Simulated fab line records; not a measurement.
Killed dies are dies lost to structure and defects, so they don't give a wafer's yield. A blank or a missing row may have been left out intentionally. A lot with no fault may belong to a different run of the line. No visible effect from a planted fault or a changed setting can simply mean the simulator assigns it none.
A struck lot beside a sound one | flow sky130 | 15 steps out of a route of 708
Sound: these wafers, L218.1, L218.4, L218.5. Wafers L231.4, L231.5, L231.6 were the ones struck. At the end, the cause is stated.
Per side, at each step with rows, come the tool, then ch with its chambers, and then its first start. Under that, the readings that differ: sound wafers | struck wafers | difference of the means | sigmas: that difference in standard deviations of wafers without a fault.
alike: readings whose means differ by less than 2 such deviations, and words and numbers that are the same on both sides. not compared: withheld readings, readings that some wafer has no value for, bounds like >300 that may hide the same value, and numbers for which the record gives no deviation and whose values overlap.
Wherever a step has rows on one side only, a row that says differs or no value, or a row with sigmas, the two part there. When numbers do not overlap yet have no deviation, they are printed without sigmas and do not part them. Lack of a reading on every wafer of one side parts them only where that side has two or more wafers.

first, 1 step without rows for these wafers: SKY_VIA4_DEVELOP_10 (develop time 60 s).
SKY_VIA4_OVL_MEAS_11:
  sound on overlay-01, day 43 02:01; struck on overlay-01, day 46 14:05
  alike: VIA4_OVL
SKY_VIA4_ETCH_12: etches SiO2 in C4F8/O2/Ar, stops on TiN, target depth 580 nm.
  sound on rieDiel-04 ch 0,1,2, day 43 02:04; struck on rieDiel-04 ch 0,3, day 46 14:07
  alike: chamberPressureMTorr, oesProductAu
SKY_VIA4_STRIP_13: strips in O2/N2.
  sound on plasmaAsher-01 ch 0,1, day 43 02:08; struck on plasmaAsher-01 ch 0,1, day 46 14:13
  alike: chamberPressureMTorr, drypumpMotorCurrentA, oesProductAu, stripTimeToEndpointS
  not compared: rfHoursCounterH
then, 4 steps without rows for these wafers: SKY_VIA4_STRIP_14 (strips in post etch residue remover, time 1200 s); SKY_VIA4_CLEAN_15 (cleans in IPA, time 180 s); SKY_VIA4_CLEAN_16 (cleans in O3/DIW); SKY_VIA4_SPUTTER_17 (material TiN, target thk 20 nm, time 80 s).
SKY_VIA4_CVD_18: deposits W, target thk 505 nm, time 152.14 s.
  sound on cvdW-02 ch 0,1, day 43 02:47; struck on cvdW-02 ch 0,1, day 46 14:53
  alike: heaterPowerW
SKY_VIA4_RS_MEAS_19: a four-point-probe measurement.
  sound on filmMetro-04, day 43 02:58; struck on filmMetro-01, day 46 15:02
  alike: VIA4_W_RS
SKY_VIA4_THK_MEAS_20: measures by xrf.
  sound on filmMetro-04, day 43 03:05; struck on filmMetro-01, day 46 15:08
  alike: VIA4_W_THK
SKY_VIA4_CMP_21: polishes, stops on SiO2, t overpolish 25 s, target thk 0 nm.
  sound on cmp-02 ch 1,2, day 43 03:09; struck on cmp-02 ch 2,3, day 46 15:13
  alike: motorCurrentA, overpolishRunS, timeToEndpointS
SKY_METAL5_SPUTTER_00: material Ti, target thk 15 nm, time 10 s.
  sound on pvdSputter-01, day 43 03:27; struck on pvdSputter-01, day 46 15:28
  no value came back on the struck wafers for cathodeDcPowerW (W), chamberPressurePa (Pa), throttleValvePct (%); on the sound wafers cathodeDcPowerW (W) reads 2999.8 3000.2 2999.9
SKY_METAL5_SPUTTER_01: material TiN, target thk 20 nm, time 16.7 s.
  sound on pvdSputter-01, day 43 03:28; struck on pvdSputter-01, day 46 15:29
  alike: cathodeDcPowerW, chamberPressurePa, throttleValvePct
-- the record jumps here: 3 days lie between the struck wafers' starts before and after (it left off in module METAL5 and takes up again in module PAD_OPEN, whose first step shown is number 708 of the route) --
SKY_PAD_OPEN_PROBE_99:
  sound on prober-02, day 45 23:22; struck on prober-01, day 49 04:16
reading                     | sound                | struck              | difference | sigmas
defectLimitedYield (%)      | 80.9 76.0 80.5       | 85.4 84.1 83.5      | +5.2       | +2
killed_at_M4_up             | 5 9 9                | 2 3 1               | -6         | -3
killedAtOther               | 2 1 2                | 0 0 0               | -2         | -3
killedDies                  | 94 118 96            | 72 78 81            | -26        | -2
killedShort                 | 49 59 49             | 32 40 36            | -16        | -2
sortNPass                   | 398 374 396          | 420 414 411         | +26        | +2
sortYieldPct (%)            | 80.9 76.0 80.5       | 85.4 84.1 83.5      | +5.2       | +2
model.etest.via4Chain.rcOhm | 0.8133 0.7891 0.8004 | 0.8881 0.8981 0.844 | +0.0758    | 
  alike: killed_at_M0_to_M3, killedAtContacts, killedAtFrontEnd, killedOpen, sort_bin_3_pad_short, sort_bin_5_function, sort_bin_6_memory

WHERE THEY PART
Last at SKY_PAD_OPEN_PROBE_99 as far as this record goes, first at SKY_METAL5_SPUTTER_00.

WHY: what had been put in by the simulator
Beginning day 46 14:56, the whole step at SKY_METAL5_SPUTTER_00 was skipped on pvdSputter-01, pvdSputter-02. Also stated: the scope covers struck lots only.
